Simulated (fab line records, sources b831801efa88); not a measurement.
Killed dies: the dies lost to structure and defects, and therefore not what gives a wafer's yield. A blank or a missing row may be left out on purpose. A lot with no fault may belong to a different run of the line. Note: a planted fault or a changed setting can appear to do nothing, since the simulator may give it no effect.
A struck lot beside a sound one / flow sky130 / 37 out of 708 route steps
Sound: these wafers, L194.3, L194.5, L194.6. Struck: wafers L197.1, L197.2, L197.4. Last of all comes the cause.
At each step with rows: each side's tool, then ch and its chambers, then its first start. Under that, the readings that differ: sound wafers / struck wafers / difference of the means / sigmas: that difference in standard deviations of wafers without a fault.
alike: readings with means less than 2 such deviations apart, plus words and numbers identical on both sides. not compared: withheld readings, readings lacking a value on some wafer, bounds such as >300 that could conceal the same value, and numbers that have no deviation in the record and whose values overlap.
A row with sigmas, a row that says differs or no value, or rows on one side alone: a step with any of these is where the two part. Numbers that don't overlap but have no deviation are shown without sigmas and don't part them. Lack of a reading on every wafer of one side parts them only where that side has two or more wafers.

first, 9 steps without rows for these wafers: SKY_VIA2_SPUTTER_20 (material TiN, target thk 20 nm, time 80 s); SKY_VIA2_CVD_21 (deposits W, target thk 420 nm, time 126.4 s); SKY_VIA2_CMP_24 (polishes, stops on SiO2, t overpolish 20 s, target thk 0 nm); SKY_METAL3_SPUTTER_00 (material Ti, target thk 15 nm, time 10 s); SKY_METAL3_SPUTTER_01 (material TiN, target thk 20 nm, time 16.7 s); SKY_METAL3_SPUTTER_02 (material AlCu, target thk 735 nm, time 39.1 s); SKY_METAL3_SPUTTER_03 (material Ti, target thk 5 nm, time 3.3 s); SKY_METAL3_SPUTTER_04 (material TiN, target thk 70 nm, time 58.3 s); SKY_CAPM_CVD_00 (deposits SiO2, target thk 15.5 nm).
SKY_CAPM_SPUTTER_02: material TiN, target thk 200 nm, time 166.7 s.
  struck on pvd sputter-02, day 40 02:18; sound on pvd sputter-02, day 38 22:08
reading=model.TiN_of_CAPM_SPUTTER_02.thk nm (nm); sound=197.8 196 196.8; struck=147.7 143.4 147.2; difference=-50.8; sigmas=
  alike: cathode dc power W, susceptor temp C, throttle valve pct
SKY_CAPM_RS_MEAS_03: the measuring method here is four-point-probe.
  struck on film metro-03, day 40 02:42; sound on film metro-03, day 38 22:17
reading=CAPM_TIN_RS (ohm/sq); sound=7.00 7.07 7.04; struck=9.42 9.73 9.49; difference=+2.51; sigmas=+29
  not compared: hold
SKY_CAPM_THK_MEAS_04: measures by xrf.
  struck on film metro-03, day 40 04:59; sound on film metro-03, day 38 22:23
reading=CAPM_TIN_THK (nm); sound=197.2 194.4 195.6; struck=146.8 142.3 146.8; difference=-50.4; sigmas=-17
  not compared: hold
then, 6 steps without rows for these wafers: SKY_CAPM_HMDS_06 (prime time 60 s); SKY_CAPM_COAT_07 (resist thk 1140 nm); SKY_CAPM_SOFTBAKE_08 (time 60 s); SKY_CAPM_EXPOSE_09 (exposes mask CAPM, target cd 1000 nm); SKY_CAPM_PEB_10; SKY_CAPM_DEVELOP_11 (develop time 60 s).
SKY_CAPM_METAL_ETCH_13: etches TiN in Cl2/BCl3, stops on SiO2, target depth 220 nm, time 62.9 s.
  sound on rie metal-01 ch 0,1, day 39 22:06; struck on rie metal-03 ch 0,1, day 41 02:34
reading=oes product au (a.u.); sound=0.935 0.926 0.930; struck=0.794 0.777 0.794; difference=-0.142; sigmas=-16
reading=throttle valve pct (%); sound=21.908 21.919 21.914; struck=21.988 21.989 21.995; difference=+0.077; sigmas=+8
  alike: bcl3 flow sccm, drypump motor current A
  not compared: rf hours counter h
then, 16 steps without rows for these wafers: SKY_CAPM_STRIP_14 (strips in O2/N2); SKY_CAPM_STRIP_15 (strips in post etch residue remover, time 1200 s); SKY_CAPM_CLEAN_16 (cleans in IPA, time 180 s); SKY_CAPM_CLEAN_17 (cleans in O3/DIW); SKY_METAL3_DEHYDRATE_05 (time 60 s); SKY_METAL3_HMDS_06 (prime time 60 s); SKY_METAL3_COAT_07 (resist thk 60 nm); SKY_METAL3_COAT_08 (resist thk 1140 nm); SKY_METAL3_SOFTBAKE_09 (time 90 s); SKY_METAL3_EXPOSE_10 (exposes mask MM3, target cd 300 nm); SKY_METAL3_PEB_11; SKY_METAL3_DEVELOP_12 (develop time 60 s); SKY_METAL3_DESCUM_15 (chemistry O2, time 8 s); SKY_METAL3_ETCH_16 (etches BARC in N2/H2, stops on SiO2, time 88.2 s, target depth 60 nm); SKY_METAL3_ETCH_17 (etches SiO2 in C4F8/O2/Ar, stops on TiN, time 3.9 s, target depth 15 nm); SKY_METAL3_METAL_ETCH_18 (etches the open film in Cl2/BCl3, stops on SiO2, target depth 845 nm, time 183.1 s).
SKY_METAL3_STRIP_20: strips in post etch residue remover, time 1200 s.
  sound on wet bench-02 ch 0, day 40 23:26; struck on wet bench-01 ch 0, day 42 04:19
reading=model.TiN_of_CAPM_SPUTTER_02.thk nm (nm); sound=197 195.1 196; struck=146.9 142.6 146.3; difference=-50.8; sigmas=
  alike: bath guard temp C
-- the record jumps here: 7 days lie between the struck wafers' starts before and after (it left off in module METAL3 and takes up again in module PAD_OPEN, whose first step shown is number 708 of the route) --
SKY_PAD_OPEN_PROBE_99:
  struck on prober-01, day 48 17:42; sound on prober-02, day 47 20:58
reading=model.etest.cap mim.plate ohm sq; sound=6.088 6.134 6.103; struck=8.171 8.393 8.143; difference=+2.127; sigmas=
reading=model.etest.cap mim.bv v (V); sound=13.63 14.44 14.06; struck=12.52 12.69 13.09; difference=-1.28; sigmas=
reading=model.etest.cap mim.leak log10 a cm2; sound=-8.835 -8.907 -8.836; struck=-8.104 -8.421 -8.379; difference=+0.558; sigmas=
  alike: defect limited yield, killed_at_M0_to_M3, killed_at_M4_up, killed at contacts, killed at front end, killed at other, killed dies, killed open, killed short, sort_bin_3_pad_short, sort_bin_5_function, sort_bin_6_memory, sort n pass, sort yield pct

## WHERE THEY PART
Last at SKY_CAPM_METAL_ETCH_13 as far as this record goes, first at SKY_CAPM_RS_MEAS_03. Later steps at which nothing parts them and some readings are alike: SKY_METAL3_STRIP_20, SKY_PAD_OPEN_PROBE_99.

WHY: what had been put in by the simulator
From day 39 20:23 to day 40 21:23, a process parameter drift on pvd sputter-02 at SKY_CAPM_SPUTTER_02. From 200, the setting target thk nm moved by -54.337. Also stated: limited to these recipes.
